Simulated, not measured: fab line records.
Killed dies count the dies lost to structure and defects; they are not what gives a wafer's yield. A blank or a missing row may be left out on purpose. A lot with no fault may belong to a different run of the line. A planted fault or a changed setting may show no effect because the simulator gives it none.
Comparing a struck lot with a sound one | flow sky130 | 15 out of 708 route steps
Sound: wafers L850.2, L850.4, L850.5. Struck: wafer L857.1 (L857.5, L857.6, from the same lot, were not struck and are left out); the cause is given at the end.
Order at every step that has rows: each side's tool, ch and its chambers, its first start. Under that, the readings that differ: sound wafers | struck wafers | difference of the means | sigmas: that difference in standard deviations of wafers without a fault.
alike: readings whose means differ by less than 2 such deviations, and words and numbers that are the same on both sides. not compared: withheld readings, readings that some wafer has no value for, bounds like >300 that may hide the same value, and numbers for which the record gives no deviation and whose values overlap.
The two part at a step that has a row with sigmas, a row that says differs or no value, or rows on one side only. When numbers do not overlap yet have no deviation, they are printed without sigmas and do not part them. A reading that every wafer of one side lacks parts them only if that side has two wafers or more.

first, 1 step without rows for these wafers: SKY_METAL1_DEVELOP_14 (develop time 60 s).
SKY_METAL1_CD_MEAS_15: the cd target is 140 nm.
  sound on cd_sem-02 at day 30 16:28; struck on cd_sem-02 at day 32 19:46
  reading    | sound             | struck | difference | sigmas
  cd_nm (nm) | 136.8 137.3 138.0 | 140.8  | +3.4       | +2
SKY_METAL1_OVL_MEAS_16:
  sound on overlay-02 at day 30 16:34; struck on overlay-01 at day 32 19:53
  alike: METAL1_OVL
SKY_METAL1_DESCUM_17: chemistry O2, time 8 s.
  sound on rie_metal-04 ch 0, day 30 16:35; struck on rie_metal-03 ch 1, day 32 19:55
  alike: drypump_motor_current_A, oes_product_au
  not compared: rf_hours_counter_h
SKY_METAL1_ETCH_18: etches BARC in N2/H2, stops on SiO2, time 45.9 s, target depth 60 nm.
  sound on rie_metal-04 ch 0, day 30 16:37; struck on rie_metal-03 ch 1, day 32 19:56
  reading               | sound             | struck | difference | sigmas
  oes_product_au (a.u.) | 0.852 0.852 0.850 | 0.866  | +0.015     | +3
  alike: drypump_motor_current_A, throttle_valve_pct
  not compared: rf_hours_counter_h
SKY_METAL1_METAL_ETCH_19: etches the open film in Cl2/BCl3, stops on SiO2, target depth 360 nm, time 78 s.
  sound on rie_metal-04 ch 0, day 30 16:41; struck on rie_metal-03 ch 1, day 32 20:01
  alike: drypump_motor_current_A, mfc_cl2_sccm, oes_product_au, throttle_valve_pct
  not compared: rf_hours_counter_h
SKY_METAL1_STRIP_20: strips in O2/N2.
  sound on plasma_asher-03 ch 0,1, day 30 16:47; struck on plasma_asher-04 ch 0, day 32 20:06
  alike: drypump_motor_current_A, oes_product_au, strip_time_to_endpoint_s
  not compared: rf_hours_counter_h
then, 4 steps without rows for these wafers: SKY_METAL1_STRIP_21 (strips in post etch residue remover, time 1200 s); SKY_METAL1_CLEAN_22 (cleans in IPA, time 180 s); SKY_METAL1_CLEAN_23 (cleans in O3/DIW); SKY_VIA1_HDPCVD_00 (deposits SiO2, target thk 1030 nm, time 171.7 s).
SKY_VIA1_THK_MEAS_01:
  sound on film_metro-04 at day 30 17:32; struck on film_metro-01 at day 32 20:48
  reading              | sound          | struck | difference | sigmas
  VIA1_HDPCVD_THK (nm) | 1015 1008 1004 | 1037   | +28        | +3
SKY_VIA1_CMP_02: polishes SiO2.
  sound on cmp-01 ch 0,1,2, day 30 17:35; struck on cmp-02 ch 1, day 32 20:58
  reading          | sound             | struck | difference | sigmas
  platen_rpm (rpm) | 60.01 59.98 60.01 | 65.95  | +5.95      | +99 or more
  alike: motor_current_A, slurry_filter_dp_kPa, slurry_flow_ml_min
SKY_VIA1_BOW_MEAS_03:
  sound on film_metro-02 at day 30 17:54; struck on film_metro-02 at day 32 21:10
  alike: VIA1_BOW
SKY_PAD_OPEN_PROBE_99:
  the record has rows for the sound wafers here (prober-01, day 44 08:34) and none for the struck ones

== WHERE THEY PART ==
Earliest at SKY_METAL1_CD_MEAS_15; latest, in this record, at SKY_PAD_OPEN_PROBE_99.

WHY: the cause the simulator had injected
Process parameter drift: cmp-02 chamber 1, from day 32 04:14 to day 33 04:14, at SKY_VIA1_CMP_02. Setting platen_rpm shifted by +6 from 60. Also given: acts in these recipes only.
